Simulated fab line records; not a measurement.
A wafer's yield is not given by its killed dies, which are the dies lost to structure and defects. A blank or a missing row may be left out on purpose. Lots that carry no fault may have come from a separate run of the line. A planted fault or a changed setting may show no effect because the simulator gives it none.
Matching of chambers | flow sky130 | SKY_LI_CONTACT_CMP_24 on cmp-01: 4 sister chambers
The step polishes, stops on PSG, t overpolish 20 s, target thk 0 nm. 4 wafers are shown with their chamber, then 7 later ones without.

WAFERS, EACH WITH ITS CHAMBER
wafer  | chamber | motor current A (A)
L401.1 | 2       | 8.7
L401.5 | 3       | 9.6
L413.3 | 0       | 11.7
L413.4 | 1       | 9.4

WAFERS MISSING THEIR CHAMBER
wafer  | motor current A (A)
L413.5 | 9.9
L414.1 | 9.6
L414.3 | 12.1
L414.6 | 9.7
L415.1 | 12.1
L415.2 | 8.8
L415.4 | 9.7

THE CHAMBER EACH PASSED THROUGH
wafer  | from the rows above     | in truth
L413.5 | can't be placed: 3 or 1 | 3
L414.1 | can't be placed: 3 or 1 | 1
L414.3 | 0                       | 0
L414.6 | can't be placed: 3 or 1 | 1
L415.1 | 0                       | 0
L415.2 | can't be placed: 2 or 1 | 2
L415.4 | can't be placed: 3 or 1 | 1
Correct placement for 2 of the 7. Cannot be placed on the basis of these rows: 5; the candidates contain the true chamber in 5. Wrongly placed: 0.
How it was worked out, from the rows above alone: a wafer's distance from a chamber is the root of the sum, over the readings, of the square of ((its reading less the chamber's mean) divided by the reading's scatter). The wafer belongs to the nearest chamber; if the next one is less than 2 further off, it can't be placed. The mean given for a chamber averages the wafers shown for that chamber. The scatter: root of mean squared gap, hidden wafer to nearest shown wafer, with one shown wafer a chamber.
